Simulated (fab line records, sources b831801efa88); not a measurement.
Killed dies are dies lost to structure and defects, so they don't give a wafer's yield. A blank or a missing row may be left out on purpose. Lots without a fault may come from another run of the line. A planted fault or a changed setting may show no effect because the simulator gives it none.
fab line records | flow sky130
record lots=24 wafers=72 last_day=50
route steps=708 shown NWELL@34 LDD_N@253 CONTACT@422 METAL5@675 PASSIVATION@684
lots that met no fault: from a run of the same line without faults
start_h: hours from the record's first day to the start of the lot's first wafer shown | wait_h: hours since the lot's step before | " the same as in the row above | L1.1+2: a row that stands for several wafers | - no value, or no start given | * or withheld: withheld | < > ~ a bound
route shown NAME@n: a module of which the file shows steps, and the number in the route of the first | usual: mean/standard deviation of fault-free wafers | same: alike in all rows | chamber/n: place in a boat | sites: the reading at each site | _std_site: their standard deviation | _edge_site: outer sites' mean less inner sites' | radius_mm: how far each site lies from the wafer's centre | mask NAME#n: copy n | behind: the tool/chamber that last shaped the wafer | hold: why the lot was held/for how many hours/how that ended | device: the transistor (n, p or np) that didn't switch | end of line: the same wafers' tests at the end of the route | a step without rows: its recipe alone | killed: dies lost to structure and defects at the first sort, not the wafer's yield | map: a wafer's dies, x killed, . not, _ none there
set.NAME: the setting as run; set.NAME@STEP: as run at that earlier step | model.NAME: the simulator's own value behind a step, which no gauge read
steps of the route over a sample of lots; a table a step, a row a wafer
services: from which hour (start_h, from the record's first day; less than 0 if before it) a tool's chamber was out of use, for how many hours, and why
## steps
# step SKY_NWELL_THK_MEAS_02
# recipe reads=SiO2_of_NWELL_OXIDATION_01
# usual NWELL_OXIDATION_THK=9.91/0.18
# columns lot.wafer tool chamber start_h wait_h NWELL_OXIDATION_THK[nm]
L074.2 film_metro-04 - 39.82 0.0 9.94
L074.3 " - " " 9.95
L074.4 " - " " 10.07
L075.4 film_metro-01 - 41.88 0.0 9.98
L075.5 " - " " 10.31
L075.6 " - " " 10.14
L076.1 film_metro-01 - 48.43 0.0 9.87
L076.2 " - " " 9.80
L076.6 " - " " 9.97
L077.1 film_metro-01 - 54.96 0.0 9.68
L077.4 " - " " 9.82
L077.6 " - " " 9.83
L078.3 film_metro-02 - 59.00 0.0 9.86
L078.5 " - " " 9.67
L078.6 " - " " 9.48
L079.1 film_metro-04 - 63.15 0.0 9.89
L079.4 " - " " 9.81
L079.6 " - " " 9.71
L080.1 film_metro-04 - 68.83 0.0 9.89
L080.2 " - " " 10.20
L080.6 " - " " 10.03
L081.1 film_metro-04 - 76.35 0.0 10.08
L081.2 " - " " 10.14
L081.4 " - " " 10.12
L082.2 film_metro-01 - 79.26 0.0 9.73
L082.3 " - " " 9.88
L082.6 " - " " 9.91
L083.1 film_metro-01 - 82.37 0.0 9.97
L083.3 " - " " 10.18
L083.5 " - " " 10.13
L084.1 film_metro-04 - 87.33 0.0 10.19
L084.3 " - " " 9.92
L084.5 " - " " 9.93
L085.1 film_metro-01 - 96.35 0.0 9.75
L085.4 " - " " 9.61
L085.5 " - " " 9.87
L086.1 film_metro-01 - 101.16 0.0 9.69
L086.4 " - " " 9.94
L086.6 " - " " 9.71
L087.4 film_metro-04 - 105.51 0.0 9.98
L087.5 " - " " 9.87
L087.6 " - " " 10.10
L088.1 film_metro-01 - 109.89 0.0 10.24
L088.2 " - " " 10.15
L088.3 " - " " 10.11
L089.2 film_metro-04 - 112.70 0.0 9.94
L089.3 " - " " 10.03
L089.4 " - " " 9.93
L090.1 film_metro-01 - 117.88 0.0 10.17
L090.5 " - " " 9.94
L090.6 " - " " 9.89
L091.2 film_metro-02 - 123.11 0.0 9.90
L091.4 " - " " 9.89
L091.6 " - " " 9.90
L092.4 film_metro-01 - 130.60 0.0 9.97
L092.5 " - " " 9.99
L092.6 " - " " 10.03
L093.2 film_metro-02 - 136.81 0.0 10.02
L093.3 " - " " 9.94
L093.4 " - " " 9.98
L094.3 film_metro-01 - 143.05 0.0 9.69
L094.4 " - " " 9.68
L094.5 " - " " 9.84
L095.2 film_metro-04 - 146.25 0.0 9.81
L095.5 " - " " 9.81
L095.6 " - " " 9.99
L096.2 film_metro-02 - 152.04 0.0 9.61
L096.3 " - " " 9.78
L096.4 " - " " 9.68
L097.1 film_metro-01 - 154.68 0.0 9.65
L097.2 " - " " 9.64
L097.6 " - " " 9.63
# step SKY_LDD_N_STRIP_16
# recipe chemistry=O2/N2 power_w=1400 pressure_mtorr=1500 platen_temp_c=withheld o2_flow_sccm=3000 n2_flow_sccm=300 overash_fraction=0.5
# usual drypump_motor_current_A=5.6/0.5 oes_product_au=0.406/0.0044 strip_time_to_endpoint_s=4.312/0.014
# columns lot.wafer tool chamber start_h wait_h drypump_motor_current_A oes_product_au rf_hours_counter_h strip_time_to_endpoint_s
L074.2 plasma_asher-02 0 402.49 0.1 5.3 0.406 28 4.326
L074.3 " 0 " " 5.3 0.404 - 4.331
L074.4 " 1 " " 5.7 0.411 - 4.333
L075.4 plasma_asher-01 1 408.22 0.1 6.1 0.402 - 4.320
L075.5 " 1 " " 6.1 0.398 - 4.323
L075.6 " 0 " " 5.0 0.408 - 4.330
L076.1 plasma_asher-01 0 418.09 0.1 5.0 0.402 74 4.323
L076.2 " 1 " " 6.1 0.414 74 4.313
L076.6 " 1 " " 6.1 0.408 - 4.312
L077.1 plasma_asher-02 1 438.24 0.1 5.7 0.401 32 4.300
L077.4 " 0 " " 5.3 0.413 - 4.293
L077.6 " 0 " " 5.3 0.402 - 4.291
L078.3 plasma_asher-02 1 448.12 0.1 5.7 0.403 - 4.295
L078.5 " 0 " " 5.3 0.403 - 4.276
L078.6 " 1 " " 5.7 0.406 - 4.304
L079.1 plasma_asher-01 1 456.80 0.1 6.1 0.410 2 4.334
L079.4 " 0 " " 5.0 0.415 - 4.316
L079.6 " 1 " " 6.1 0.408 - 4.324
L080.1 plasma_asher-04 0 468.79 0.1 5.0 0.405 65 4.327
L080.2 " 1 " " 6.3 0.405 65 4.319
L080.6 " 0 " " 5.0 0.412 - 4.315
L081.1 plasma_asher-02 1 478.19 0.1 5.7 0.406 36 4.297
L081.2 " 0 " " 5.3 0.411 36 4.313
L081.4 " 1 " " 5.7 0.408 - 4.301
L082.2 plasma_asher-02 0 488.60 0.1 5.3 0.412 36 4.298
L082.3 " 1 " " 5.7 0.404 - 4.316
L082.6 " 0 " " 5.3 0.403 - 4.318
L083.1 plasma_asher-01 1 493.09 0.1 6.1 0.403 6 4.336
L083.3 " 1 " " 6.1 0.406 - 4.309
L083.5 " 0 " " 5.0 0.412 - 4.289
L084.1 plasma_asher-02 1 499.04 0.1 5.7 0.412 38 4.314
L084.3 " 0 " " 5.3 0.406 - 4.309
L084.5 " 1 " " 5.7 0.405 - 4.315
L085.1 plasma_asher-01 1 513.74 0.1 6.1 0.399 8 4.288
L085.4 " 0 " " 5.0 0.405 - 4.297
L085.5 " 1 " " 6.1 0.409 - 4.294
L086.1 plasma_asher-01 0 524.69 0.1 4.9 0.406 9 4.310
L086.4 " 0 " " 5.0 0.411 - 4.299
L086.6 " 1 " " 6.1 0.406 - 4.305
L087.4 plasma_asher-02 0 527.43 0.1 5.3 0.409 - 4.326
L087.5 " 0 " " 5.3 0.404 - 4.335
L087.6 " 1 " " 5.7 0.412 - 4.316
L089.2 plasma_asher-02 1 538.20 0.1 5.7 0.409 42 4.308
L089.3 " 1 " " 5.7 0.406 - 4.330
L089.4 " 0 " " 5.3 0.412 - 4.317
L088.1 plasma_asher-04 0 539.11 0.1 5.0 0.398 71 4.319
L088.2 " 1 " " 6.3 0.409 71 4.297
L088.3 " 1 " " 6.3 0.408 - 4.300
L090.1 plasma_asher-02 0 545.80 0.1 5.3 0.405 43 4.314
L090.5 " 0 " " 5.3 0.406 - 4.304
L090.6 " 1 " " 5.7 0.406 - 4.324
L091.2 plasma_asher-04 0 565.09 0.1 5.0 0.407 74 4.310
L091.4 " 0 " " 5.1 0.412 - 4.320
L091.6 " 0 " " 5.0 0.412 - 4.316
L092.4 plasma_asher-04 1 574.02 0.1 6.3 0.408 - 4.321
L092.5 " 1 " " 6.3 0.394 - 4.326
L092.6 " 0 " " 5.1 0.409 - 4.319
L093.2 plasma_asher-01 0 575.49 0.1 5.0 0.401 14 4.319
L093.3 " 0 " " 5.0 0.405 - 4.331
L093.4 " 1 " " 6.1 0.405 - 4.330
L094.3 plasma_asher-04 0 584.58 0.1 5.0 0.407 - 4.313
L094.4 " 1 " " 6.4 0.406 - 4.317
L094.5 " 0 " " 5.0 0.398 - 4.328
L095.2 plasma_asher-04 0 590.45 0.1 5.0 0.404 77 4.327
L095.5 " 0 " " 5.0 0.412 - 4.305
L095.6 " 1 " " 6.3 0.406 - 4.302
L096.2 plasma_asher-01 1 601.59 0.1 6.1 0.413 17 4.327
L096.3 " 1 " " 6.1 0.405 - 4.313
L096.4 " 0 " " 5.0 0.405 - 4.312
L097.1 plasma_asher-04 0 606.43 0.1 5.0 0.404 78 4.326
L097.2 " 1 " " 6.4 0.412 78 4.295
L097.6 " 1 " " 6.4 0.404 - 4.332
# step SKY_CONTACT_ETCH_16
# recipe chemistry=N2/H2 target=BARC ion_energy_ev=200 source_w=500 bias_w=100 pressure_mtorr=30 n2_flow_sccm=100 h2_flow_sccm=200 stop_on=SiO2 time_s=45.9 target_depth_a=600
# usual drypump_motor_current_A=5.5/0.47 oes_product_au=0.856/0.0053 throttle_valve_pct=13.224/0.0094
# columns lot.wafer tool chamber start_h wait_h drypump_motor_current_A oes_product_au rf_hours_counter_h throttle_valve_pct
L074.2 rie_diel-02 0 742.52 0.0 5.9 0.859 4 13.221
L074.3 " 2 " " 5.5 0.851 10 13.219
L074.4 " 1 " " 5.5 0.861 29 13.228
L075.4 rie_diel-03 0 747.34 0.0 6.0 0.854 0 13.225
L075.5 " 1 " " 6.0 0.864 - 13.220
L075.6 " 2 " " 4.7 0.857 - 13.230
L076.1 rie_diel-02 0 758.67 0.0 5.9 0.867 5 13.227
L076.2 " 3 " " 5.9 0.856 18 13.202
L076.6 " 0 " " 5.9 0.855 - 13.229
L077.1 rie_diel-02 2 776.31 0.0 5.5 0.861 11 13.215
L077.4 " 2 " " 5.5 0.856 - 13.226
L077.6 " 1 " " 5.5 0.858 - 13.237
L078.3 rie_diel-03 3 784.22 0.0 5.2 0.855 10 13.213
L078.5 " 3 " " 5.2 0.868 - 13.210
L078.6 " 0 " " 6.0 0.859 - 13.234
L079.1 rie_diel-03 1 789.77 0.0 6.0 0.851 3 13.235
L079.4 " 2 " " 4.8 0.855 14 13.213
L079.6 " 3 " " 5.2 0.850 - 13.227
L080.1 rie_diel-03 2 804.53 0.0 4.8 0.860 14 13.223
L080.2 " 1 " " 6.1 0.870 3 13.221
L080.6 " 3 " " 5.2 0.856 - 13.210
L081.1 rie_diel-03 2 812.06 0.0 4.8 0.857 14 13.221
L081.2 " 0 " " 6.0 0.859 2 13.221
L081.4 " 1 " " 6.0 0.862 3 13.221
L082.2 rie_diel-04 1 819.92 0.0 4.9 0.861 18 13.231
L082.3 " 2 " " 5.9 0.857 16 13.211
L082.6 " 0 " " 5.2 0.864 - 13.213
L083.1 rie_diel-03 1 824.56 0.0 6.0 0.851 4 13.217
L083.3 " 3 " " 5.2 0.845 11 13.214
L083.5 " 2 " " 4.8 0.855 - 13.218
L084.1 rie_diel-02 2 824.62 0.0 5.5 0.858 13 13.234
L084.3 " 0 " " 5.9 0.851 6 13.215
L084.5 " 2 " " 5.5 0.847 - 13.227
L085.1 rie_diel-04 3 838.62 0.0 5.0 0.852 29 13.230
L085.4 " 1 " " 4.9 0.858 18 13.240
L085.5 " 3 " " 5.0 0.850 - 13.223
L086.1 rie_diel-02 2 847.36 0.0 5.4 0.859 13 13.231
L086.4 " 3 " " 5.9 0.857 - 13.240
L086.6 " 0 " " 5.9 0.856 - 13.212
L087.4 rie_diel-03 2 851.59 0.0 4.7 0.858 16 13.239
L087.5 " 1 " " 6.1 0.855 - 13.238
L087.6 " 2 " " 4.8 0.861 - 13.217
L089.2 rie_diel-03 1 858.77 0.0 6.0 0.855 5 13.238
L089.3 " 0 " " 6.0 0.849 3 13.243
L089.4 " 2 " " 4.7 0.855 16 13.232
L088.1 rie_diel-03 3 860.01 0.0 5.2 0.858 12 13.236
L088.2 " 1 " " 6.1 0.858 5 13.217
L088.3 " 0 " " 6.0 0.849 4 13.225
L090.1 rie_diel-03 3 866.82 0.0 5.2 0.849 13 13.221
L090.5 " 1 " " 6.0 0.850 - 13.225
L090.6 " 0 " " 6.0 0.850 - 13.217
L091.2 rie_diel-03 3 882.27 0.0 5.2 0.852 13 13.236
L091.4 " 2 " " 4.7 0.856 17 13.237
L091.6 " 1 " " 6.0 0.852 - 13.230
L092.4 rie_diel-03 2 888.14 0.0 4.7 0.848 17 13.244
L092.5 " 1 " " 6.0 0.854 - 13.242
L092.6 " 2 " " 4.8 0.853 - 13.237
L093.2 rie_diel-04 3 890.84 0.0 5.0 0.861 0 13.216
L093.3 " 2 " " 5.9 0.858 19 13.223
L093.4 " 1 " " 4.9 0.863 20 13.237
L094.3 rie_diel-02 1 898.57 0.0 5.5 0.855 1 13.224
L094.4 " 0 " " 5.9 0.845 8 13.234
L094.5 " 0 " " 5.9 0.854 - 13.231
L095.2 rie_diel-02 3 904.66 0.0 5.9 0.857 23 13.213
L095.5 " 0 " " 5.9 0.848 - 13.229
L095.6 " 1 " " 5.5 0.850 - 13.212
L096.2 rie_diel-04 2 913.31 0.0 5.9 0.850 20 13.223
L096.3 " 3 " " 5.0 0.850 1 13.234
L096.4 " 1 " " 4.9 0.854 21 13.211
L097.1 rie_diel-04 3 918.49 0.0 5.0 0.847 1 13.221
L097.2 " 2 " " 5.9 0.856 20 13.232
L097.6 " 2 " " 5.9 0.862 - 13.232
# step SKY_CONTACT_SPUTTER_23
# recipe material=TiN target_thk_nm=20 chamber_pressure_pa=5 power_w=4000 time_s=80
# usual throttle_valve_pct=30.5/1.1
# columns lot.wafer tool chamber start_h wait_h throttle_valve_pct
L074.2 pvd_sputter-02 - 743.42 0.0 33.7
L074.3 " - " " 31.7
L074.4 " - " " 28.5
L075.4 pvd_sputter-02 - 748.13 0.0 33.4
L075.5 " - " " 33.5
L075.6 " - " " 31.6
L076.1 pvd_sputter-01 - 759.53 0.0 30.1
L076.2 " - " " 30.9
L076.6 " - " " 30.4
L077.1 pvd_sputter-01 - 777.04 0.0 30.7
L077.4 " - " " 30.1
L077.6 " - " " 31.2
L078.3 pvd_sputter-01 - 784.95 0.0 30.2
L078.5 " - " " 31.1
L078.6 " - " " 30.3
L079.1 pvd_sputter-01 - 790.56 0.0 30.9
L079.4 " - " " 30.7
L079.6 " - " " 30.9
L080.1 pvd_sputter-01 - 805.25 0.0 31.0
L080.2 " - " " 30.2
L080.6 " - " " 31.2
L081.1 pvd_sputter-01 - 812.80 0.0 31.1
L081.2 " - " " 30.6
L081.4 " - " " 30.2
L082.2 pvd_sputter-04 - 820.65 0.0 30.7
L082.3 " - " " 29.5
L082.6 " - " " 30.9
L083.1 pvd_sputter-04 - 825.33 0.0 29.7
L083.3 " - " " 28.7
L083.5 " - " " 30.3
L084.1 pvd_sputter-02 - 825.38 0.0 33.4
L084.3 " - " " 28.5
L084.5 " - " " 33.3
L085.1 pvd_sputter-01 - 839.35 0.0 29.9
L085.4 " - " " 30.7
L085.5 " - " " 30.6
L086.1 pvd_sputter-01 - 848.12 0.0 29.8
L086.4 " - " " 30.3
L086.6 " - " " 31.2
L087.4 pvd_sputter-04 - 852.36 0.0 29.6
L087.5 " - " " 29.0
L087.6 " - " " 30.4
L089.2 pvd_sputter-04 - 859.53 0.0 30.3
L089.3 " - " " 28.8
L089.4 " - " " 30.5
L088.1 pvd_sputter-04 - 860.75 0.0 30.4
L088.2 " - " " 30.7
L088.3 " - " " 29.2
L090.1 pvd_sputter-04 - 867.54 0.0 29.9
L090.5 " - " " 29.7
L090.6 " - " " 30.3
L091.2 pvd_sputter-04 - 882.99 0.0 29.8
L091.4 " - " " 30.1
L091.6 " - " " 30.6
L092.4 pvd_sputter-04 - 888.86 0.0 29.1
L092.5 " - " " 29.1
L092.6 " - " " 30.5
L093.2 pvd_sputter-01 - 891.56 0.0 29.7
L093.3 " - " " 30.9
L093.4 " - " " 30.3
L094.3 pvd_sputter-02 - 899.29 0.0 30.6
L094.4 " - " " 28.2
L094.5 " - " " 30.5
L095.2 pvd_sputter-02 - 905.42 0.0 31.7
L095.5 " - " " 33.4
L095.6 " - " " 32.1
L096.2 pvd_sputter-02 - 914.04 0.0 28.7
L096.3 " - " " 31.7
L096.4 " - " " 30.8
L097.1 pvd_sputter-01 - 919.25 0.0 29.8
L097.2 " - " " 30.4
L097.6 " - " " 30.9
# step SKY_METAL5_DESCUM_14
# recipe chemistry=O2 source_power_w=150 bias_power_w=0 pressure_mtorr=10 temp_c=40 time_s=11
# usual drypump_motor_current_A=5.9/0.63 oes_product_au=1.002/0.0073
# columns lot.wafer tool chamber start_h wait_h drypump_motor_current_A oes_product_au rf_hours_counter_h
L074.2 rie_metal-02 0 1035.30 0.1 4.7 1.000 21
L074.3 " 1 " " 6.5 0.998 -
L074.4 " 0 " " 4.7 0.993 -
L075.4 rie_metal-03 1 1041.61 0.1 6.2 0.986 -
L075.5 " 0 " " 6.0 1.001 -
L075.6 " 1 " " 6.2 0.989 -
L076.1 rie_metal-01 1 1051.40 0.1 5.8 1.011 8
L076.2 " 0 " " 6.5 0.994 19
L076.6 " 1 " " 5.8 1.009 -
L077.1 rie_metal-02 1 1063.98 0.1 6.5 1.011 18
L077.4 " 1 " " 6.5 1.003 -
L077.6 " 1 " " 6.5 1.004 -
L078.3 rie_metal-01 1 1071.66 0.1 5.8 1.016 -
L078.5 " 1 " " 5.8 1.008 -
L078.6 " 0 " " 6.5 0.997 -
L079.1 rie_metal-02 0 1074.38 0.1 4.7 0.989 0
L079.4 " 0 " " 4.7 0.999 -
L079.6 " 1 " " 6.5 0.999 -
L080.1 rie_metal-02 0 1087.35 0.1 4.7 1.003 1
L080.2 " 1 " " 6.5 0.997 20
L080.6 " 0 " " 4.7 1.003 -
L081.1 rie_metal-02 1 1094.33 0.1 6.5 1.014 21
L081.2 " 0 " " 4.7 1.007 2
L081.4 " 0 " " 4.7 1.003 -
L082.2 rie_metal-03 1 1097.74 0.1 6.2 1.001 9
L082.3 " 1 " " 6.1 1.005 -
L082.6 " 0 " " 6.0 1.011 -
L083.1 rie_metal-01 0 1103.24 0.1 6.4 1.006 23
L083.3 " 0 " " 6.5 1.012 -
L083.5 " 0 " " 6.4 0.988 -
L084.1 rie_metal-03 0 1104.15 0.1 6.0 0.996 4
L084.3 " 0 " " 5.9 0.998 -
L084.5 " 1 " " 6.2 0.991 -
L085.1 rie_metal-03 0 1114.31 0.1 5.9 1.005 5
L085.4 " 1 " " 6.2 0.991 -
L085.5 " 0 " " 5.9 1.009 -
L086.1 rie_metal-02 0 1120.16 0.1 4.7 1.001 3
L086.4 " 1 " " 6.5 1.001 -
L086.6 " 1 " " 6.5 0.999 -
L087.4 rie_metal-03 0 1121.58 0.1 6.0 1.020 -
L087.5 " 1 " " 6.2 0.997 -
L087.6 " 0 " " 6.0 1.012 -
L089.2 rie_metal-03 1 1129.29 0.1 6.2 0.990 12
L089.3 " 1 " " 6.2 0.996 -
L089.4 " 0 " " 5.9 1.014 -
L088.1 rie_metal-02 0 1130.80 0.1 4.7 1.003 4
L088.2 " 1 " " 6.5 1.009 23
L088.3 " 1 " " 6.5 1.009 -
L090.1 rie_metal-01 1 1136.74 0.1 5.8 1.019 14
L090.5 " 0 " " 6.5 1.006 -
L090.6 " 1 " " 5.8 1.014 -
L091.2 rie_metal-02 0 1147.75 0.1 4.7 1.002 6
L091.4 " 1 " " 6.5 1.010 -
L091.6 " 1 " " 6.5 1.006 -
L092.4 rie_metal-03 0 1152.15 0.1 6.0 1.011 -
L092.5 " 0 " " 6.0 1.005 -
L092.6 " 0 " " 5.9 1.003 -
L093.2 rie_metal-02 0 1154.90 0.1 4.7 0.991 6
L093.3 " 1 " " 6.5 1.000 -
L093.4 " 0 " " 4.7 0.999 -
L094.3 rie_metal-03 0 1157.79 0.1 6.0 1.006 -
L094.4 " 0 " " 6.0 0.998 -
L094.5 " 0 " " 6.0 0.999 -
L095.2 rie_metal-01 0 1164.25 0.1 6.5 0.999 28
L095.5 " 1 " " 5.8 1.009 -
L095.6 " 0 " " 6.5 1.005 -
L096.2 rie_metal-01 0 1170.66 0.1 6.5 1.006 29
L096.3 " 0 " " 6.5 1.000 -
L096.4 " 1 " " 5.8 1.004 -
L097.1 rie_metal-02 1 1172.81 0.1 6.5 1.002 27
L097.2 " 0 " " 4.7 0.992 8
L097.6 " 0 " " 4.7 0.997 -
# step SKY_PASSIVATION_THK_MEAS_03
# recipe reads=Si3N4_of_PASSIVATION_CVD_02
# usual PASSIVATION_CVD_02_THK=540/6.2
# columns lot.wafer tool chamber start_h wait_h PASSIVATION_CVD_02_THK[nm]
L074.2 film_metro-03 - 1036.48 - 533
L074.3 " - " " 529
L074.4 " - " " 547
L075.4 film_metro-02 - 1042.83 - 545
L075.5 " - " " 539
L075.6 " - " " 540
L076.1 film_metro-02 - 1052.69 - 532
L076.2 " - " " 539
L076.6 " - " " 547
L077.1 film_metro-03 - 1065.42 - 542
L077.4 " - " " 549
L077.6 " - " " 554
L078.3 film_metro-03 - 1072.85 - 542
L078.5 " - " " 550
L078.6 " - " " 550
L079.1 film_metro-02 - 1075.59 - 541
L079.4 " - " " 543
L079.6 " - " " 545
L080.1 film_metro-03 - 1088.63 - 547
L080.2 " - " " 538
L080.6 " - " " 546
L081.1 film_metro-01 - 1095.51 - 539
L081.2 " - " " 535
L081.4 " - " " 545
L082.2 film_metro-02 - 1099.50 - 537
L082.3 " - " " 541
L082.6 " - " " 546
L083.1 film_metro-02 - 1104.58 - 528
L083.3 " - " " 542
L083.5 " - " " 547
L084.1 film_metro-03 - 1105.46 - 533
L084.3 " - " " 532
L084.5 " - " " 539
L085.1 film_metro-01 - 1115.48 - 545
L085.4 " - " " 553
L085.5 " - " " 555
L086.1 film_metro-02 - 1121.45 - 538
L086.4 " - " " 545
L086.6 " - " " 544
L087.4 film_metro-02 - 1122.80 - 540
L087.5 " - " " 539
L087.6 " - " " 540
L089.2 film_metro-01 - 1130.46 - 535
L089.3 " - " " 529
L089.4 " - " " 541
L088.1 film_metro-03 - 1131.97 - 530
L088.2 " - " " 535
L088.3 " - " " 544
L090.1 film_metro-02 - 1137.99 - 539
L090.5 " - " " 545
L090.6 " - " " 542
L091.2 film_metro-01 - 1148.94 - 529
L091.4 " - " " 543
L091.6 " - " " 543
L092.4 film_metro-03 - 1153.62 - 542
L092.5 " - " " 553
L092.6 " - " " 547
L093.2 film_metro-01 - 1156.09 - 530
L093.3 " - " " 537
L093.4 " - " " 540
L094.3 film_metro-03 - 1159.22 - 533
L094.4 " - " " 546
L094.5 " - " " 537
L095.2 film_metro-03 - 1165.77 - 532
L095.5 " - " " 540
L095.6 " - " " 544
L096.2 film_metro-03 - 1172.02 - 540
L096.3 " - " " 534
L096.4 " - " " 545
L097.1 film_metro-03 - 1173.98 - 535
L097.2 " - " " 537
L097.6 " - " " 543
## services
# columns tool chamber start_h hours kind
rie_diel-03 1 391.08 6.3 repair
rie_metal-02 1 455.38 8.0 repair
plasma_asher-02 - 470.95 2.8 repair
plasma_asher-02 - 486.84 1.7 repair
rie_diel-03 - 488.34 2.0 repair
rie_diel-03 3 505.41 1.2 repair
pvd_sputter-01 - 530.88 4.3 repair
rie_diel-03 - 540.48 1.0 repair
plasma_asher-02 - 552.52 3.8 repair
rie_diel-03 2 575.26 4.1 repair
pvd_sputter-01 - 589.03 6.8 repair
rie_metal-02 - 631.11 0.5 repair
pvd_sputter-01 - 631.34 1.8 repair
rie_diel-03 2 659.72 13.1 repair
pvd_sputter-01 - 779.61 4.9 repair
rie_metal-02 1 814.13 3.0 repair
rie_metal-02 - 898.00 1.5 repair
rie_diel-03 3 910.74 1.9 repair
rie_diel-03 1 960.49 13.2 repair
rie_metal-02 - 978.15 2.8 pm
rie_metal-02 - 994.34 14.6 pm
rie_diel-03 - 1067.55 1.7 repair
rie_diel-03 - 1098.18 2.8 pm
pvd_sputter-01 - 1116.54 2.1 repair
## key
fault none
